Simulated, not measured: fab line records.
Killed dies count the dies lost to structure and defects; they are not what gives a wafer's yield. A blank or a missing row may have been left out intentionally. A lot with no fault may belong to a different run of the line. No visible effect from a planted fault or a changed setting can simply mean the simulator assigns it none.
Matching of chambers | flow sfq_line | SFQ_TRILAYER_I7_CMP_CMP_184 on cmp-02 has 4 sister chambers
The step polishes SiO2. 4 wafers are shown with their chamber, then 7 later ones without.

== EACH WAFER AND ITS CHAMBER ==
wafer  | chamber | motor_current_A (A)
L691.3 | 3       | 9.9
L693.4 | 1       | 9.6
L710.4 | 2       | 9.1
L710.2 | 0       | 10.2

== WAFERS WITH NO CHAMBER GIVEN ==
wafer  | motor_current_A (A)
L710.6 | 8.8
L711.1 | 11.5
L711.2 | 9.3
L711.3 | 10.0
L712.1 | 9.0
L712.2 | 11.3
L712.4 | 10.3

== THE CHAMBER EACH PASSED THROUGH ==
wafer  | from the rows above               | in truth
L710.6 | can't be placed: 2 or 1 or 3 or 0 | 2
L711.1 | can't be placed: 0 or 3 or 1 or 2 | 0
L711.2 | can't be placed: 2 or 1 or 3 or 0 | 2
L711.3 | can't be placed: 3 or 0 or 1 or 2 | 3
L712.1 | can't be placed: 2 or 1 or 3 or 0 | 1
L712.2 | can't be placed: 0 or 3 or 1 or 2 | 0
L712.4 | can't be placed: 0 or 3 or 1 or 2 | 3
Correct placement for 0 of the 7. Can't be placed from these rows: 7 (the true chamber is among the candidates in 7). Wrongly placed: 0.
How it was worked out, from the rows above alone: a wafer's distance from a chamber is the root of the sum, over the readings, of the square of ((its reading less the chamber's mean) divided by the reading's scatter). If the next closest chamber is less than 2 further off than the closest, the wafer can't be placed; otherwise it belongs to the closest. For every chamber, the mean is computed from those of its wafers that are shown. The scatter: with one shown wafer a chamber, the root of the mean of the squares of how far each hidden wafer lies from its nearest shown one.
